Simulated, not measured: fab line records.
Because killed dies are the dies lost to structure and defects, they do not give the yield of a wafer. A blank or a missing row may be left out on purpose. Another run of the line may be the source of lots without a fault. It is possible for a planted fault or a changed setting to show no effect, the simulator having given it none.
Matching of chambers / flow gf180mcu / GF_V2_CMP_26 on cmp-02 has 4 sister chambers
The step polishes, stops on SiO2, t overpolish 15 s, target thk 0 nm. 8 wafers are shown with their chamber, then 9 later ones without.

== WAFERS PAIRED WITH THEIR CHAMBERS ==
wafer=L152.3; chamber=2; motorCurrentA (A)=11.2; timeToEndpointS (s)=84
wafer=L156.2; chamber=2; motorCurrentA (A)=9.8; timeToEndpointS (s)=88
wafer=L168.3; chamber=1; motorCurrentA (A)=11.9; timeToEndpointS (s)=85
wafer=L171.5; chamber=3; motorCurrentA (A)=10.5; timeToEndpointS (s)=85
wafer=L171.6; chamber=0; motorCurrentA (A)=10.5; timeToEndpointS (s)=86
wafer=L172.1; chamber=1; motorCurrentA (A)=12.3; timeToEndpointS (s)=84
wafer=L172.4; chamber=3; motorCurrentA (A)=10.4; timeToEndpointS (s)=81
wafer=L172.5; chamber=0; motorCurrentA (A)=11.5; timeToEndpointS (s)=88

== WAFERS WITHOUT THEIR CHAMBER ==
wafer=L173.4; motorCurrentA (A)=12.2; timeToEndpointS (s)=86
wafer=L173.5; motorCurrentA (A)=11.7; timeToEndpointS (s)=87
wafer=L173.6; motorCurrentA (A)=11.2; timeToEndpointS (s)=87
wafer=L174.1; motorCurrentA (A)=10.6; timeToEndpointS (s)=85
wafer=L174.3; motorCurrentA (A)=10.5; timeToEndpointS (s)=86
wafer=L174.6; motorCurrentA (A)=10.8; timeToEndpointS (s)=89
wafer=L175.1; motorCurrentA (A)=10.7; timeToEndpointS (s)=84
wafer=L175.2; motorCurrentA (A)=10.1; timeToEndpointS (s)=80
wafer=L175.3; motorCurrentA (A)=10.5; timeToEndpointS (s)=87

== EACH ONE'S CHAMBER ==
wafer=L173.4; from the rows above=can't be placed: 1 or 0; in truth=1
wafer=L173.5; from the rows above=can't be placed: 0 or 1 or 2 or 3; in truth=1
wafer=L173.6; from the rows above=can't be placed: 0 or 2 or 1 or 3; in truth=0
wafer=L174.1; from the rows above=can't be placed: 2 or 3 or 0 or 1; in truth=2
wafer=L174.3; from the rows above=can't be placed: 2 or 0 or 3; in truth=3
wafer=L174.6; from the rows above=can't be placed: 0 or 2 or 3 or 1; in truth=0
wafer=L175.1; from the rows above=can't be placed: 3 or 2 or 0 or 1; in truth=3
wafer=L175.2; from the rows above=can't be placed: 3 or 2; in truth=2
wafer=L175.3; from the rows above=can't be placed: 2 or 0 or 3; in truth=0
Placed correctly: 0 of 9. Not placeable from these rows: 9 (in 9, the candidates include the true chamber). Number placed wrongly: 0.
How it was worked out, from the rows above alone: a wafer's distance from a chamber is the root of the sum, over the readings, of the square of ((its reading less the chamber's mean) divided by the reading's scatter). The wafer belongs to the nearest chamber; if the next one is less than 2 further off, it can't be placed. Each chamber's mean is taken over the wafers shown for it. The scatter: take each reading less its chamber's mean, square it, sum over the shown wafers, divide by the number of wafers less the number of chambers, and take the root.
